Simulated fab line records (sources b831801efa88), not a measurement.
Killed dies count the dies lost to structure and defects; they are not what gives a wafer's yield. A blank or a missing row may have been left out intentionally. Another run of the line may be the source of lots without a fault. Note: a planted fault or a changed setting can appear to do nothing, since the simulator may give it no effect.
Which tool is to blame? -- flow gf180mcu -- Sampling: 6 lots, 18 wafers, 2 of 602 route steps

WHAT THE GAUGES SHOWED, per wafer
GF_V1_THK_MEAS_03.
lot,measured,on,V1_CVD_02_THK (nm)
L820,day 17 18:07,filmMetro-04,833 841 854
L822,day 18 07:52,filmMetro-01,848 843 854
L824,day 19 11:41,filmMetro-01,824 857 841
L830,day 21 19:16,filmMetro-01,838 837 846
L837,day 23 23:04,filmMetro-03,819 834 843
L841,day 24 23:34,filmMetro-03,843 852 865

WHAT TOOL EACH LOT RAN ON (gives the tool, then ch and the chambers of the sampled wafers, and finally the start)
lot,GF_STI_WET_ETCH_26
L820,"wetBench-04 ch 1, day 2 09:46"
L822,"wetBench-02 ch 0, day 2 18:43"
L824,"wetBench-04 ch 1, day 3 07:08"
L830,"wetBench-04 ch 2, day 4 14:27"
L837,"wetBench-02 ch 2, day 6 00:09"
L841,"wetBench-03 ch 3, day 6 22:37"
- GF_STI_WET_ETCH_26: etches SiO2 in dHF, target depth 94 nm, time 188 s.

THE ANSWER, worked out from the rows above alone
Rule: the usual values come from the lots themselves. The widest of any qualifying gaps counts: lots, ordered by their means at a reading, are off when they make up no more than a third of the lots, leave a main group of 4 or more, and stand apart from it by 3 or more times the standard deviation of that group's means. A main group is skipped when, at the precision printed for the reading in the tables above, its means are all equal. A lot without any number at a reading at which 4 lots or more have one is off too. Any other lot the step has rows for is counted as sound.
No lot is off on any of the readings shown, so nothing can be concluded from this.

WHAT HAD BEEN PUT IN BY THE SIMULATOR
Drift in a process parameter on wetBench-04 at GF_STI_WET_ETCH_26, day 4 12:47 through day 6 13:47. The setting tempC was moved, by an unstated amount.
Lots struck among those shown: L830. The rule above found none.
